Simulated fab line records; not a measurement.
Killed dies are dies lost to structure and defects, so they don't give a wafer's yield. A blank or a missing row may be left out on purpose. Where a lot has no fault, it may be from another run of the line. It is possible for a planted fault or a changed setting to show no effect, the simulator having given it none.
A struck lot beside a sound one / flow gf180mcu / 17 steps out of a route of 602
Sound: the wafers L151.1, L151.2, L151.4. The struck wafers were L162.1, L162.2, L162.6. Last of all comes the cause.
Per side, at each step with rows, come the tool, then ch with its chambers, and then its first start. Under that, the readings that differ: sound wafers / struck wafers / difference of the means / sigmas: that difference in standard deviations of wafers without a fault.
alike: words and numbers the same on both sides, and readings whose means are apart by under 2 such deviations; not compared: readings that were withheld, readings missing a value for some wafer, numbers with overlapping values and no deviation given by the record, and bounds like >300 which may hide the same value.
The two part at a step that has a row with sigmas, a row that says differs or no value, or rows on one side only. Non-overlapping numbers with no deviation appear without sigmas and do not part them. A reading missing from all wafers of one side parts the sides only when that side holds two or more wafers.

first, 2 steps without rows for these wafers: GF_MVSD_IMPLANT_08; GF_MVSD_IMPLANT_09.
GF_MVSD_STRIP_10: strips in O2/N2.
  sound on plasmaAsher-04 ch 0,1, day 4 16:16; struck on plasmaAsher-02 ch 0,1, day 7 12:40
  alike: chamberPressureMTorr, drypumpMotorCurrentA, heaterPowerW, oesProductAu, stripTimeToEndpointS
  not compared: rfHoursCounterH
GF_MVSD_TW_MEAS_11:
  sound on filmMetro-01 at day 4 16:22; struck on filmMetro-03 at day 7 12:46
reading=MVSD_TW; sound=1608 1620 1617; struck=1561 1569 1560; difference=-52; sigmas=-3
then, 7 steps without rows for these wafers: GF_MVPSD_DEHYDRATE_00 (time 60 s); GF_MVPSD_HMDS_01 (prime time 60 s); GF_MVPSD_COAT_02 (resist thk 3000 nm); GF_MVPSD_SOFTBAKE_03; GF_MVPSD_EXPOSE_04 (exposes mask MVPSD, target cd 1000 nm); GF_MVPSD_PEB_05; GF_MVPSD_DEVELOP_06 (develop time 60 s).
GF_MVPSD_OVL_MEAS_07:
  sound on overlay-02 at day 5 06:14; struck on overlay-02 at day 8 03:38
  alike: MVPSD_OVL
GF_MVPSD_IMPLANT_08:
  sound on implanter-01 ch 0, day 5 06:17; struck on implanter-01 ch 0, day 8 03:41
reading=implantIonAmu; sound=11 11 11; struck=49 49 49; difference=+38; sigmas=
reading=model.implant.rpNm (nm); sound=485.1 485.1 485.1; struck=123.1 123.1 123.1; difference=-362.0; sigmas=
reading=model.implant.drpNm (nm); sound=102.4 102.4 102.4; struck=49.81 49.81 49.81; difference=-52.59; sigmas=
following that, these wafers have no rows for 1 step: GF_MVPSD_IMPLANT_09.
GF_MVPSD_STRIP_10: strips in O2/N2.
  sound on plasmaAsher-02 ch 0,1, day 5 06:35; struck on plasmaAsher-03 ch 0,1, day 8 03:59
  alike: chamberPressureMTorr, drypumpMotorCurrentA, heaterPowerW, oesProductAu, stripTimeToEndpointS
  not compared: rfHoursCounterH
GF_MVPSD_TW_MEAS_11:
  sound on filmMetro-03 at day 5 06:41; struck on filmMetro-01 at day 8 04:18
reading=MVPSD_TW; sound=542 541 544; struck=1043 1046 1044; difference=+502; sigmas=+74
  not compared: hold
following that, these wafers have no rows for 1 step: GF_PASSIVATION_PROBE_99.

WHERE THEY PART
Earliest at GF_MVSD_TW_MEAS_11; latest, in this record, at GF_MVPSD_TW_MEAS_11.

WHY: what had been put in by the simulator
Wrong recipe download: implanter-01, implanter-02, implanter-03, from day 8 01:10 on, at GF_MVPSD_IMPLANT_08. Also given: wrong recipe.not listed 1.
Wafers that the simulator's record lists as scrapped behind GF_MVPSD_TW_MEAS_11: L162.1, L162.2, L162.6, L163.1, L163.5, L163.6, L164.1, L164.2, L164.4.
